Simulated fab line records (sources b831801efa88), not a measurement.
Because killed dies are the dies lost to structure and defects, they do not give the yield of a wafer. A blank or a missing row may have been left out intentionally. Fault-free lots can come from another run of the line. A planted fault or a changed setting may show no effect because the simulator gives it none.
Lot-split experiment || flow sky130 || 23 wafers read across 5 lots, on a route 708 steps long

== THE SPLIT ITSELF ==
At SKY_SONOS_ONO_EXPOSE_10 (exposes mask ONOM, target cd 410 nm), the setting dose mj was moved away from the recipe's 150 on 7 of the 23 wafers read, by -4.3% to +3.3%. All remaining wafers had this setting at the recipe value.

== FROM THE SPLIT TO THE READING: what the file shows between them, 2 steps ==
- SKY_SONOS_ONO_PEB_11
- SKY_SONOS_ONO_DEVELOP_12: develop time 60 s

== THE READING ==
cd nm at SKY_SONOS_ONO_CD_MEAS_13, given in nm (cd target 410 nm). Fault-free wafers of this fab line usually give 410.4 nm, standard deviation 2.1 nm.

{"wafer": "L074.1", "tool, chamber at the split": "iline stepper-01, 0", "dose mj as run": 154.9, "against the recipe": "+3.3%", "cd nm, nm": 401.4, "against lot-mates on the recipe": -9.7}
{"wafer": "L074.2", "tool, chamber at the split": "iline stepper-01, 0", "dose mj as run": 154.9, "against the recipe": "+3.3%", "cd nm, nm": 400.4, "against lot-mates on the recipe": -10.7}
{"wafer": "L074.3", "tool, chamber at the split": "iline stepper-01, 0", "dose mj as run": 150, "against the recipe": "recipe", "cd nm, nm": 411.7, "against lot-mates on the recipe": "-"}
{"wafer": "L074.4", "tool, chamber at the split": "iline stepper-01, 0", "dose mj as run": 154.9, "against the recipe": "+3.3%", "cd nm, nm": 399.8, "against lot-mates on the recipe": -11.3}
{"wafer": "L074.6", "tool, chamber at the split": "iline stepper-01, 0", "dose mj as run": 150, "against the recipe": "recipe", "cd nm, nm": 410.5, "against lot-mates on the recipe": "-"}
{"wafer": "L075.1", "tool, chamber at the split": "iline stepper-02, 0", "dose mj as run": 150, "against the recipe": "recipe", "cd nm, nm": 409.6, "against lot-mates on the recipe": "-"}
{"wafer": "L075.3", "tool, chamber at the split": "iline stepper-02, 0", "dose mj as run": 145.6, "against the recipe": "-2.9%", "cd nm, nm": 422.1, "against lot-mates on the recipe": "+11.3"}
{"wafer": "L075.4", "tool, chamber at the split": "iline stepper-02, 0", "dose mj as run": 150, "against the recipe": "recipe", "cd nm, nm": 410.5, "against lot-mates on the recipe": "-"}
{"wafer": "L075.5", "tool, chamber at the split": "iline stepper-02, 0", "dose mj as run": 145.6, "against the recipe": "-2.9%", "cd nm, nm": 421.0, "against lot-mates on the recipe": "+10.2"}
{"wafer": "L075.6", "tool, chamber at the split": "iline stepper-02, 0", "dose mj as run": 150, "against the recipe": "recipe", "cd nm, nm": 412.2, "against lot-mates on the recipe": "-"}
{"wafer": "L076.1", "tool, chamber at the split": "iline stepper-01, 0", "dose mj as run": 143.5, "against the recipe": "-4.3%", "cd nm, nm": 422.8, "against lot-mates on the recipe": "+14.3"}
{"wafer": "L076.2", "tool, chamber at the split": "iline stepper-01, 0", "dose mj as run": 143.5, "against the recipe": "-4.3%", "cd nm, nm": 421.1, "against lot-mates on the recipe": "+12.6"}
{"wafer": "L076.3", "tool, chamber at the split": "iline stepper-01, 0", "dose mj as run": 150, "against the recipe": "recipe", "cd nm, nm": 409.2, "against lot-mates on the recipe": "-"}
{"wafer": "L076.5", "tool, chamber at the split": "iline stepper-01, 0", "dose mj as run": 150, "against the recipe": "recipe", "cd nm, nm": 407.3, "against lot-mates on the recipe": "-"}
{"wafer": "L076.6", "tool, chamber at the split": "iline stepper-01, 0", "dose mj as run": 150, "against the recipe": "recipe", "cd nm, nm": 408.9, "against lot-mates on the recipe": "-"}
{"wafer": "L077.1", "tool, chamber at the split": "iline stepper-02, 0", "dose mj as run": 150, "against the recipe": "recipe", "cd nm, nm": 406.3, "against lot-mates on the recipe": "-"}
{"wafer": "L077.2", "tool, chamber at the split": "iline stepper-02, 0", "dose mj as run": 150, "against the recipe": "recipe", "cd nm, nm": 409.6, "against lot-mates on the recipe": "-"}
{"wafer": "L077.3", "tool, chamber at the split": "iline stepper-02, 0", "dose mj as run": 150, "against the recipe": "recipe", "cd nm, nm": 407.7, "against lot-mates on the recipe": "-"}
{"wafer": "L077.4", "tool, chamber at the split": "iline stepper-02, 0", "dose mj as run": 150, "against the recipe": "recipe", "cd nm, nm": 408.1, "against lot-mates on the recipe": "-"}
{"wafer": "L077.6", "tool, chamber at the split": "iline stepper-02, 0", "dose mj as run": 150, "against the recipe": "recipe", "cd nm, nm": 410.8, "against lot-mates on the recipe": "-"}
{"wafer": "L081.1", "tool, chamber at the split": "iline stepper-02, 0", "dose mj as run": 150, "against the recipe": "recipe", "cd nm, nm": 414.2, "against lot-mates on the recipe": "-"}
{"wafer": "L081.2", "tool, chamber at the split": "iline stepper-02, 0", "dose mj as run": 150, "against the recipe": "recipe", "cd nm, nm": 415.0, "against lot-mates on the recipe": "-"}
{"wafer": "L081.3", "tool, chamber at the split": "iline stepper-02, 0", "dose mj as run": 150, "against the recipe": "recipe", "cd nm, nm": 415.5, "against lot-mates on the recipe": "-"}

THE FIT
A straight line over all 23 wafers: cd nm changes by -3.02 nm for each +1% of dose mj; r = -0.93; the points scatter about the line by 2.5 nm.
The same after taking each lot's own level away (the mean of its wafers on the recipe; 23 wafers): -3.27 nm for each +1%; r = -0.99; scatter 1.1 nm.
The reading moves by 14 nm for the largest change in dose mj, on that fit.
The span of the lots' own levels, 408.47 to 414.90 nm, comes to 3.1 times the standard deviation stated above.
So the lot-to-lot level changes the slope little: the two slopes agree.
Check: for one of the wafers moved furthest among these (-4.3%), held out of the fit, the line's prediction against its lot-mates is +14.2 nm. Against them it came out at +14.3 nm.

== THE OTHER SPLITS THESE WAFERS WENT THROUGH ==
Note: prior to the reading, these wafers also went through further splits. Each is held against what the fit with the lots' levels taken away leaves over:
{"other split on the same wafers": "SKY_VT_ADJUST_HVTR_IMPLANT_09 dose cm2", "wafers away from the commonest value": 7, "r with cd nm (lot level and that fit taken away)": -0.15}
{"other split on the same wafers": "SKY_SONOS_TUNNEL_DEVELOP_06 develop time s", "wafers away from the commonest value": 8, "r with cd nm (lot level and that fit taken away)": -0.16}

== THE WHOLE CHAIN: every reading that the file lists as answering this split, in the file's order ==
{"step": "SKY_SONOS_ONO_CD_MEAS_13", "what it does": "target cd 410 nm", "reading": "cd nm", "change (the file's fit)": "-3.27 nm for each +1% of the setting", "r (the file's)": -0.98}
{"step": "SKY_SONOS_ONO_ETCH_15", "what it does": "etches the open film in CHF3/O2, target depth 19.52 nm, time 7.8 s", "reading": "SONOS_ONO.cd nm (the simulator's own value, which no gauge read)", "change (the file's fit)": "-3.3 nm for each +1% of the setting", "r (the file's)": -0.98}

== FILE'S OWN FIT ==
cd nm changes by -3.27 nm for each +1% of dose mj, r = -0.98.
